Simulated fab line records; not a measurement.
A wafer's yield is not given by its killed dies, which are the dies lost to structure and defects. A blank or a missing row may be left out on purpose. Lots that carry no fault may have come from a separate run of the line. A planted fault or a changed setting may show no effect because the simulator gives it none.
Lot-split experiment    flow sky130    on a route of 708 steps: 5 lots, 23 wafers read

SPLIT DETAILS
At SKY_VT_ADJUST_HVTP_DEVELOP_06 (develop time 60 s), the setting develop time s was moved away from the recipe's 60 s on 8 of the 23 wafers read, by +7.8% to +13.4%. For the rest of the wafers, this setting stayed at what the recipe calls for.

Between the split and the reading, the file records no step.

THE READING
cd nm at SKY_VT_ADJUST_HVTP_CD_MEAS_07, given in nm (cd target 380 nm). On this fab line, fault-free wafers typically give 380.0 nm with a standard deviation of 2.2 nm.

wafer   tool, chamber at the split  develop time s as run, s  against the recipe  cd nm, nm  against lot-mates on the recipe
L076.2  litho track-01, 0           60                        recipe              379.7      -
L076.3  litho track-01, 0           60                        recipe              378.9      -
L076.4  litho track-01, 0           60                        recipe              375.9      -
L080.1  litho track-03, 0           60                        recipe              380.0      -
L080.2  litho track-03, 0           68.03                     +13.4%              390.8      +11.7
L080.3  litho track-03, 0           68.03                     +13.4%              391.6      +12.5
L080.4  litho track-03, 0           68.03                     +13.4%              390.8      +11.7
L080.6  litho track-03, 0           60                        recipe              378.3      -
L081.1  litho track-01, 0           60                        recipe              374.7      -
L081.2  litho track-01, 0           60                        recipe              375.4      -
L081.3  litho track-01, 0           60                        recipe              375.4      -
L081.4  litho track-01, 0           60                        recipe              377.6      -
L081.5  litho track-01, 0           60                        recipe              374.8      -
L082.1  litho track-04, 0           60                        recipe              383.3      -
L082.2  litho track-04, 0           64.68                     +7.8%               387.2      +5.2
L082.3  litho track-04, 0           60                        recipe              380.2      -
L082.4  litho track-04, 0           60                        recipe              382.6      -
L082.6  litho track-04, 0           64.68                     +7.8%               390.3      +8.3
L083.2  litho track-04, 0           60                        recipe              383.3      -
L083.3  litho track-04, 0           60                        recipe              379.1      -
L083.4  litho track-04, 0           65.09                     +8.5%               391.3      +10.1
L083.5  litho track-04, 0           65.09                     +8.5%               388.0      +6.8
L083.6  litho track-04, 0           65.09                     +8.5%               389.2      +8.0

FIT RESULTS
A straight line over all 23 wafers: cd nm changes by +1.05 nm for each +1% of develop time s; r = +0.89; the points scatter about the line by 2.8 nm.
The same after taking each lot's own level away (the mean of its wafers on the recipe; 23 wafers): +0.906 nm for each +1%; r = +0.96; scatter 1.4 nm.
On that fit, the largest move of develop time s shifts the reading by 12 nm.
From 375.58 to 382.03 nm: that is the span of the lots' own levels, equal to 2.9 times the standard deviation above.
In other words, the slope is changed by the lot-to-lot level; the two fits disagree.
Check: +12.3 nm against its lot-mates is what the line predicts for one of the wafers moved furthest among these (+13.4%) when that wafer is left out of the fit. Against them it came out at +11.7 nm.

THESE WAFERS: OTHER SPLITS
These wafers also went through other splits before the reading. Each is held against what the fit with the lots' levels taken away leaves over:
other split on the same wafers       wafers away from the commonest value  r with cd nm (lot level and that fit taken away)
SKY_FIELD_ISO_CVD_03 pressure mtorr  10                                    -0.14
SKY_FIELD_ISO_WET_ETCH_30 time s     15                                    +0.02
SKY_PWDE_SOFTBAKE_03 temp c          11                                    -0.07
SKY_NWELL_SOFTBAKE_06 temp c         5                                     +0.18
SKY_NWELL_IMPLANT_11 dose cm2        2                                     +0.21

FILE'S OWN FIT
cd nm changes by +0.904 nm for each +1% of develop time s, r = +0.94.
